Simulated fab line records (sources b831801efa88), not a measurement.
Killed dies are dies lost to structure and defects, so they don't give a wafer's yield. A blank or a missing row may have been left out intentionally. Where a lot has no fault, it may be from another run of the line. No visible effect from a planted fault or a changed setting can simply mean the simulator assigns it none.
fab line records | flow sky130
record: lots: 5 | wafers: 15 | lastDay: 49
route steps=708 shown POLY_GATE@222 LDD_N@237 LDD_P@255 PAD_OPEN@708
lots with no fault: from the same line, run without faults
startH: start of the lot's first displayed wafer, in hours after the record's first day | waitH: how many hours have passed since the lot's step before this one | " as in the row above | L1.1+2: several wafers, shown together as one row | - no value, or no start was given | * or withheld: withheld | < > ~ a bound
route shown NAME@n: NAME is a module with steps in the file, n the number in the route of the first one | usual: average and standard deviation across the fault-free wafers | same: alike in all rows | chamber/n: place in a boat | sites: the reading at each site | _std_site: the values' standard deviation | _edge_site: the outer-site mean with the inner-site mean subtracted | radiusMm: how far each site lies from the wafer's centre | mask NAME#n: copy n | behind: the most recent tool/chamber to have shaped the wafer | hold: why the lot was held/for how many hours/how that ended | device: whichever transistor did not switch (one of n, p or np) | end of line: the same wafers' tests at the end of the route | step lacking rows: just its recipe | killed: at the first sort, the dies lost to defects and structure; wafer yield is something else | map: shows each die of a wafer: x if killed, . if not, _ if none is there
set.NAME: the setting the step ran with; set.NAME@STEP: the setting that earlier step ran with | model.NAME: the simulator's own value behind a step, which no gauge read
lots seen at some steps along the route; tables by step, rows by wafer
services: when a tool's chamber went out of use (startH, in hours from the record's first day, below 0 if earlier), for how many hours, and the reason
== steps ==
step: SKY_POLY_GATE_COAT_08
recipe: resist: KrF-thick | spinRpm: 3000 | resistThkNm: 450
step: SKY_POLY_GATE_SOFTBAKE_09
recipe: tempC: 100 | timeS: 90 | resist: KrF-thick
step: SKY_POLY_GATE_EXPOSE_10
recipe: maskId: P1M | na: 0.68 | sourceShape: conventional | sigmaOuter: 0.6 | targetCdNm: 150 | doseMj: 28
step: SKY_POLY_GATE_PEB_11
recipe: pebTempC: withheld | pebTimeS: withheld | resist: KrF-thick
step: SKY_POLY_GATE_DEVELOP_12
recipe: developTimeS: 60 | resist: KrF-thick | devTempC: 21
step: SKY_POLY_GATE_ETCH_15
recipe: chemistry: N2/H2 | target: BARC | ionEnergyEv: 200 | sourceW: 500 | biasW: 100 | pressureMtorr: 30 | n2FlowSccm: 100 | h2FlowSccm: 200 | stopOn: SiO2 | timeS: 118.5 | targetDepthA: 1100
step: SKY_POLY_GATE_ETCH_16
recipe: stopOn: poly-Si | chemistry: CH3F/O2 | target: Si3N4 | sourceW: 400 | biasW: 80 | pressureMtorr: 25 | ch3fFlowSccm: 40 | O2_flow_sccm: 30 | timeS: 147.5 | targetDepthA: 750
step: SKY_POLY_GATE_ETCH_17
recipe: targetDepthNm: 180 | stopOn: SiO2 | overEtchFrac: 0.56667 | chemistry: HBr/Cl2 | target: poly-Si | icpW: 400 | biasW: 100 | pressureMtorr: 10 | HBr_flow_sccm: 150 | Cl2_flow_sccm: 50 | timeS: 70.5
step: SKY_POLY_GATE_STRIP_18
recipe: chemistry: O2/N2 | powerW: 1400 | pressureMtorr: 1500 | platenTempC: withheld | o2FlowSccm: 3000 | n2FlowSccm: 300 | overashFraction: 0.5
step: SKY_POLY_GATE_CLEAN_19
recipe: chemistry: SC1/SC2 | mix: 1:4:20 | tempC: 70 | timeS: 150 | dry: n2Spin
step: SKY_POLY_GATE_OXIDATION_20
recipe: tempC: 850 | ambient: O2 | stabiliseS: 600 | purgeS: 300 | targetThkA: 40 | oxTimeS: 899
usual: spikeTcUpperC: 851.5/1.4
same: stabiliseS: 600
lot.wafer | tool       | chamber | startH | waitH | spikeTcUpperC
L810.1    | furnace-01 | 0       | 365.53 | 1.8   | 851.8
L810.2    | "          | 0       | "      | "     | 853.3
L810.6    | "          | 0       | "      | "     | 850.9
L819.1    | furnace-01 | 0       | 453.74 | 0.0   | 852.3
L819.2    | "          | 0       | "      | "     | 852.8
L819.4    | "          | 0       | "      | "     | 852.1
L827.3    | furnace-01 | 0       | 524.91 | 1.1   | 851.5
L827.4    | "          | 0       | "      | "     | 852.8
L827.5    | "          | 0       | "      | "     | 852.7
L828.2    | furnace-01 | 0       | 528.49 | 0.0   | 852.7
L828.3    | "          | 0       | "      | "     | 851.3
L828.5    | "          | 0       | "      | "     | 850.7
L829.1    | furnace-01 | 0       | 537.54 | 0.0   | 853.5
L829.3    | "          | 0       | "      | "     | 850.5
L829.5    | "          | 0       | "      | "     | 850.4
step: SKY_LDD_N_DEHYDRATE_00
recipe: tempC: 200 | timeS: 60
step: SKY_LDD_N_HMDS_01
recipe: primeTimeS: 60 | primeTempC: 120
step: SKY_LDD_N_COAT_02
recipe: resist: NOVOLAK | spinRpm: 3000 | resistThkNm: 300
step: SKY_LDD_N_SOFTBAKE_03
recipe: tempC: 90 | timeS: 60 | resist: NOVOLAK
step: SKY_LDD_N_EXPOSE_04
recipe: maskId: NTM | targetCdNm: 840 | na: 0.6 | sourceShape: conventional | sigmaOuter: 0.6 | doseMj: 110
step: SKY_LDD_N_PEB_05
recipe: tempC: withheld | timeS: * | resist: NOVOLAK
step: SKY_LDD_N_DEVELOP_06
recipe: developTimeS: 60 | devTempC: 23
step: SKY_LDD_N_IMPLANT_08
recipe: species: As | energyKev: 20 | doseCm2: 7.5e+13 | tiltDeg: withheld | rotationDeg: 23
step: SKY_LDD_N_IMPLANT_09
recipe: species: As | energyKev: 20 | doseCm2: 7.5e+13 | tiltDeg: withheld | rotationDeg: 113
step: SKY_LDD_N_IMPLANT_10
recipe: species: As | energyKev: 20 | doseCm2: 7.5e+13 | tiltDeg: withheld | rotationDeg: 203
step: SKY_LDD_N_IMPLANT_11
recipe: species: As | energyKev: 20 | doseCm2: 7.5e+13 | tiltDeg: withheld | rotationDeg: 293
step: SKY_LDD_N_IMPLANT_12
recipe: species: BF2 | energyKev: 50 | doseCm2: 5e+12 | tiltDeg: 30 | rotationDeg: 0
step: SKY_LDD_N_IMPLANT_13
recipe: species: BF2 | energyKev: 50 | doseCm2: 5e+12 | tiltDeg: 30 | rotationDeg: 90
step: SKY_LDD_N_IMPLANT_14
recipe: species: BF2 | energyKev: 50 | doseCm2: 5e+12 | tiltDeg: 30 | rotationDeg: 180
step: SKY_LDD_N_IMPLANT_15
recipe: species: BF2 | energyKev: 50 | doseCm2: 5e+12 | tiltDeg: 30 | rotationDeg: 270
step: SKY_LDD_N_STRIP_16
recipe: chemistry: O2/N2 | powerW: 1400 | pressureMtorr: 1500 | platenTempC: withheld | o2FlowSccm: 3000 | n2FlowSccm: 300 | overashFraction: 0.5
step: SKY_LDD_P_DEHYDRATE_00
recipe: tempC: 200 | timeS: 60
step: SKY_LDD_P_HMDS_01
recipe: primeTimeS: 60 | primeTempC: 120
step: SKY_LDD_P_COAT_02
recipe: resist: NOVOLAK | spinRpm: 3000 | resistThkNm: 1140
step: SKY_LDD_P_SOFTBAKE_03
recipe: tempC: 90 | timeS: 60 | resist: NOVOLAK
step: SKY_LDD_P_EXPOSE_04
recipe: maskId: PSDM | na: 0.6 | sourceShape: conventional | sigmaOuter: 0.6 | polarization: unpolarized | targetCdNm: 380 | doseMj: 138
step: SKY_LDD_P_PEB_05
recipe: tempC: withheld | timeS: * | resist: NOVOLAK
step: SKY_LDD_P_DEVELOP_06
recipe: resist: NOVOLAK | developer: TMAH | developTimeS: 60 | devTempC: 23
step: SKY_PAD_OPEN_PROBE_99
usual: killed_at_M0_to_M3: 43/6.9 | killed_at_M4_up: 3.1/1.8 | killedAtContacts: 24/5.1 | killedAtFrontEnd: 15/4.8 | killedAtOther: 0.3/0.48 | killedDies: 86/8.9 | killedOpen: 47/6.8 | killedShort: 39/6.3
same: grossDies: 492 | killedAtBackSide: 0
lot.wafer | tool      | chamber | startH  | waitH | killed_at_M0_to_M3 | killed_at_M4_up | killedAtContacts | killedAtFrontEnd | killedAtOther | killedDies | killedOpen | killedShort | model.etest.diodeNwellSub.leakLog10ACm2 | model.etest.diodeDnwellSub.leakLog10ACm2 | model.etest.diodePwellDnwell.leakLog10ACm2 | model.etest.diodeNdiffPwellHv.leakLog10ACm2 | model.etest.diodePdiffNwellHv.leakLog10ACm2 | model.etest.diodeNdiffPwell.leakLog10ACm2 | model.etest.diodePdiffNwell.leakLog10ACm2 | model.etest.nfet_16v.offLog10AUm
L810.1    | prober-02 | -       | 1069.15 | 0.1   | 43                 | 1               | 25               | 13               | 1             | 83         | 49         | 34          | -6.967                                  | -7.646                                   | -7.78                                      | -6.519                                      | -6.467                                      | -7.444                                    | -7.414                                    | -13.86
L810.2    | prober-02 | -       | 1069.20 | 0.1   | 51                 | 4               | 23               | 13               | 0             | 91         | 54         | 37          | -7.344                                  | -7.107                                   | -7.686                                     | -6.84                                       | -6.511                                      | -7.259                                    | -7.162                                    | -13.87
L810.6    | prober-02 | -       | 1069.40 | 0.2   | 46                 | 3               | 16               | 19               | 0             | 84         | 41         | 43          | -7.48                                   | -7.116                                   | -7.393                                     | -6.471                                      | -6.647                                      | -7.317                                    | -7.327                                    | -13.82
L819.1    | prober-01 | -       | 1128.22 | 0.1   | 29                 | 2               | 23               | 20               | 0             | 74         | 36         | 38          | -7.628                                  | -7.173                                   | -7.576                                     | -6.312                                      | -6.588                                      | -7.135                                    | -7.239                                    | -13.83
L819.2    | prober-01 | -       | 1128.27 | 0.1   | 46                 | 7               | 15               | 19               | 0             | 87         | 44         | 43          | -7.493                                  | -7.507                                   | -7.594                                     | -6.663                                      | -6.518                                      | -7.367                                    | -7.254                                    | -13.83
L819.4    | prober-01 | -       | 1128.37 | 0.2   | 43                 | 2               | 22               | 15               | 0             | 82         | 44         | 38          | -7.2                                    | -7.06                                    | -7.445                                     | -6.628                                      | -6.474                                      | -7.363                                    | -7.087                                    | -13.84
L827.3    | prober-01 | -       | 1173.95 | 0.2   | 52                 | 8               | 24               | 16               | 0             | 100        | 47         | 53          | -5.828                                  | -6.124                                   | -6.636                                     | -5.935                                      | -6.126                                      | -6.796                                    | -6.589                                    | -13.17
L827.4    | prober-01 | -       | 1174.00 | 0.2   | 40                 | 5               | 18               | 26               | 0             | 89         | 50         | 37          | -5.995                                  | -5.935                                   | -6.35                                      | -5.729                                      | -5.804                                      | -6.545                                    | -6.529                                    | -13.36
L827.5    | prober-01 | -       | 1174.05 | 0.2   | 39                 | 5               | 26               | 12               | 0             | 82         | 47         | 35          | -6.118                                  | -5.731                                   | -6.39                                      | -5.701                                      | -5.643                                      | -6.468                                    | -6.647                                    | -13.32
L828.2    | prober-02 | -       | 1176.32 | 0.1   | 42                 | 4               | 24               | 12               | 0             | 82         | 41         | 41          | -5.877                                  | -6.292                                   | -6.317                                     | -5.894                                      | -5.859                                      | -6.563                                    | -6.433                                    | -13.19
L828.3    | prober-02 | -       | 1176.37 | 0.2   | 43                 | 1               | 30               | 8                | 0             | 82         | 45         | 36          | -6.143                                  | -6.022                                   | -6.268                                     | -5.801                                      | -5.652                                      | -6.796                                    | -6.519                                    | -13.31
L828.5    | prober-02 | -       | 1176.47 | 0.2   | 46                 | 3               | 25               | 7                | 1             | 82         | 46         | 35          | -6.011                                  | -6.171                                   | -6.175                                     | -6.081                                      | -5.821                                      | -6.571                                    | -6.502                                    | -13.39
L829.1    | prober-01 | -       | 1182.12 | 0.1   | 31                 | 1               | 24               | 11               | 1             | 68         | 39         | 29          | -5.92                                   | -6.055                                   | -6.355                                     | -5.696                                      | -5.595                                      | -6.778                                    | -6.337                                    | -13.11
L829.3    | prober-01 | -       | 1182.22 | 0.2   | 42                 | 3               | 29               | 15               | 0             | 89         | 51         | 38          | -5.918                                  | -6.227                                   | -6.306                                     | -5.742                                      | -6.052                                      | -6.699                                    | -6.492                                    | -13.47
L829.5    | prober-01 | -       | 1182.32 | 0.2   | 49                 | 1               | 24               | 18               | 0             | 92         | 54         | 37          | -6.077                                  | -5.931                                   | -6.233                                     | -5.749                                      | -5.753                                      | -6.769                                    | -6.268                                    | -13.22
killed by level:class
L810.1 VIA1:geometricParticle:open=12 CONTACT:geometricParticle:open=11 VIA3:geometricParticle:open=9 CONTACT:geometricParticle:short=8 METAL1:geometricParticle:short=7 FIELD_ISO:geometricParticle:open=5 METAL3:geometricParticle:short=4 POLY_GATE:geometricParticle:open=3
L810.2 VIA1:geometricParticle:open=10 VIA2:geometricParticle:open=10 LI_CONTACT:geometricParticle:open=9 CONTACT:geometricParticle:short=6 METAL3:geometricParticle:short=6 CONTACT:geometricParticle:open=5 METAL2:geometricParticle:open=5 VIA3:geometricParticle:open=5
L810.6 METAL2:geometricParticle:short=9 CONTACT:geometricParticle:open=8 VIA1:geometricParticle:open=7 VIA2:geometricParticle:open=7 FIELD_ISO:geometricParticle:open=6 VIA3:geometricParticle:open=5 FIELD_ISO:geometricParticle:short=4 POLY_GATE:geometricParticle:open=4
L819.1 VIA1:geometricParticle:open=8 CONTACT:geometricParticle:open=7 LI_CONTACT:geometricParticle:open=6 FIELD_ISO:geometricParticle:open=5 POLY_GATE:geometricParticle:short=5 CONTACT:geometricParticle:short=5 FIELD_ISO:geometricParticle:short=4 POLY_GATE:geometricParticle:open=4
L819.2 VIA3:geometricParticle:open=9 CONTACT:geometricParticle:open=7 FIELD_ISO:geometricParticle:open=6 VIA1:geometricParticle:short=6 METAL2:geometricParticle:short=6 VIA1:geometricParticle:open=6 POLY_GATE:geometricParticle:short=4 METAL1:geometricParticle:short=4
L819.4 VIA1:geometricParticle:open=10 LI_CONTACT:geometricParticle:open=9 VIA3:geometricParticle:open=9 FIELD_ISO:geometricParticle:short=5 FIELD_ISO:geometricParticle:open=4 LI_CONTACT:geometricParticle:short=4 METAL2:geometricParticle:short=4 CONTACT:geometricParticle:open=4
L827.3 VIA1:geometricParticle:open=13 METAL2:geometricParticle:short=12 CONTACT:geometricParticle:open=8 POLY_GATE:geometricParticle:short=6 LOCAL_INTERCONNECT:geometricParticle:short=6 VIA3:geometricParticle:open=6 FIELD_ISO:geometricParticle:short=5 CONTACT:geometricParticle:short=5
L827.4 FIELD_ISO:geometricParticle:short=10 VIA1:geometricParticle:open=9 FIELD_ISO:geometricParticle:open=8 VIA3:geometricParticle:open=8 CONTACT:geometricParticle:open=7 LI_CONTACT:geometricParticle:open=7 VIA2:geometricParticle:open=5 POLY_GATE:geometricParticle:short=4
L827.5 CONTACT:geometricParticle:open=16 VIA1:geometricParticle:open=11 VIA2:geometricParticle:open=7 POLY_GATE:geometricParticle:short=4 CONTACT:geometricParticle:short=4 VIA1:geometricParticle:short=4 VIA3:geometricParticle:short=4 FIELD_ISO:geometricParticle:short=3
L828.2 CONTACT:geometricParticle:open=9 VIA1:geometricParticle:open=7 VIA1:geometricParticle:short=7 VIA2:geometricParticle:open=7 METAL1:geometricParticle:short=6 LI_CONTACT:geometricParticle:open=5 CONTACT:geometricParticle:short=4 VIA3:geometricParticle:short=4
L828.3 VIA1:geometricParticle:open=11 CONTACT:geometricParticle:open=10 CONTACT:geometricParticle:short=7 LI_CONTACT:geometricParticle:open=6 VIA1:geometricParticle:short=6 VIA3:geometricParticle:open=4 LI_CONTACT:geometricParticle:short=4 METAL2:geometricParticle:open=4
L828.5 CONTACT:geometricParticle:open=12 VIA1:geometricParticle:open=9 VIA1:geometricParticle:short=8 VIA2:geometricParticle:open=5 LI_CONTACT:geometricParticle:open=4 METAL3:geometricParticle:short=4 VIA3:geometricParticle:open=4 POLY_GATE:geometricParticle:open=3
L829.1 LI_CONTACT:geometricParticle:open=8 CONTACT:geometricParticle:open=8 VIA2:geometricParticle:short=5 VIA1:geometricParticle:open=5 FIELD_ISO:geometricParticle:open=4 CONTACT:geometricParticle:short=4 METAL1:geometricParticle:short=4 FIELD_ISO:geometricParticle:short=3
L829.3 CONTACT:geometricParticle:open=11 LI_CONTACT:geometricParticle:open=10 VIA3:geometricParticle:open=9 CONTACT:geometricParticle:short=6 METAL2:geometricParticle:short=6 FIELD_ISO:geometricParticle:open=5 VIA1:geometricParticle:open=4 VIA2:geometricParticle:open=4
L829.5 CONTACT:geometricParticle:open=11 VIA1:geometricParticle:open=10 METAL1:geometricParticle:short=8 VIA3:geometricParticle:open=7 LOCAL_INTERCONNECT:geometricParticle:short=6 FIELD_ISO:geometricParticle:open=5 VIA1:geometricParticle:short=5 VIA2:geometricParticle:open=5
== services ==
tool       | chamber | startH | hours | kind
furnace-01 | -       | 377.87 | 3.5   | pm
== key ==
firstSign none at tools or gauges
modelEffect: step: SKY_PAD_OPEN_PROBE_99 | value: etest.diodeNwellSub.leakLog10ACm2 | without: -7.326 | struck: -5.987
metAt SKY_POLY_GATE_OXIDATION_20
struckWafers L827.3,L827.4,L827.5,L828.2,L828.3,L828.5,L829.1,L829.3,L829.5
testerLeftOut L827,L828,L829
onsetBetween 453.74 524.91
alsoFits time
fault: kind: metallicContaminationSource | tool: furnace-01 | chamber: - | onsetH: 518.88 | steps: SKY_POLY_GATE_OXIDATION_20 | rateCm2PerVisit: 1.0447e+12 | species: metalFeCm2
testerLeftOut: of these lots the tester's yield and bins aren't shown, on N5 and GAA mostly nor the transistor test; their killed dies are dies lost to structure and defects alone, not to doping, threshold or leakage, so they don't give the yield
